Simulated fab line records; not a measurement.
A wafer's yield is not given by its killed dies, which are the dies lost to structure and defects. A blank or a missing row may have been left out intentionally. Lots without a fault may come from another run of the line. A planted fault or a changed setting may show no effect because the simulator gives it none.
A struck lot beside a sound one / flow gf180mcu / 14 out of 602 route steps
Sound: the wafers L868.4, L868.5, L868.6. The struck wafers were L875.2, L875.5, L875.6. The cause is named last.
For every step that has rows: the tool of each side, followed by ch and its chambers, followed by its first start. Under that, the readings that differ: sound wafers / struck wafers / difference of the means / sigmas: that difference in standard deviations of wafers without a fault.
alike: a reading whose means differ by less than 2 such deviations, as well as words and numbers matching on both sides. not compared: withheld readings; readings where some wafer has no value; bounds like >300 that might hide an equal value; numbers whose values overlap and for which the record gives no deviation.
Wherever a step has rows on one side only, a row that says differs or no value, or a row with sigmas, the two part there. Numbers that have no deviation but don't overlap get no sigmas and don't part them. A reading missing from all wafers of one side parts the sides only when that side holds two or more wafers.

first, 3 steps without rows for these wafers: GF_MVSD_EXPOSE_04 (exposes mask MVSD, target cd 1000 nm); GF_MVSD_PEB_05; GF_MVSD_DEVELOP_06 (develop time 60 s).
GF_MVSD_OVL_MEAS_07:
  sound on overlay-02 at day 5 06:23; struck on overlay-02 at day 7 00:40
reading=MVSD_OVL (nm); sound=2.3 2.0 2.4; struck=-1.4 -2.0 1.7; difference=-2.8; sigmas=-2
then, 2 steps without rows for these wafers: GF_MVSD_IMPLANT_08; GF_MVSD_IMPLANT_09.
GF_MVSD_STRIP_10: strips in O2/N2.
  sound on plasma-asher-01 ch 0,1, day 5 06:44; struck on plasma-asher-03 ch 0,1, day 7 00:59
  alike: drypump-motor-current-A, heater-power-w, oes-product-au, strip-time-to-endpoint-s
  not compared: rf-hours-counter-h
GF_MVSD_TW_MEAS_11:
  sound on film-metro-01 at day 5 06:50; struck on film-metro-03 at day 7 01:08
  alike: MVSD_TW
then, 4 steps without rows for these wafers: GF_MVPSD_DEHYDRATE_00 (time 60 s); GF_MVPSD_HMDS_01 (prime time 60 s); GF_MVPSD_COAT_02 (resist thk 3000 nm); GF_MVPSD_SOFTBAKE_03.
GF_MVPSD_EXPOSE_04: exposes mask MVPSD, target cd 1000 nm.
  sound on iline-stepper-01 ch 0, day 5 14:11; struck on iline-stepper-02, day 7 09:04
  no value came back on the struck wafers for exposure-dose-mJ-cm2, focus-offset-nm (nm); on the sound wafers exposure-dose-mJ-cm2 reads 260.19 260.45 260.20
  alike: mask
after that, 1 step had no rows for these wafers: GF_MVPSD_PEB_05.

## WHERE THEY PART
First at GF_MVSD_OVL_MEAS_07; last, within this record, at GF_MVPSD_EXPOSE_04.

WHY: whatever the simulator had introduced
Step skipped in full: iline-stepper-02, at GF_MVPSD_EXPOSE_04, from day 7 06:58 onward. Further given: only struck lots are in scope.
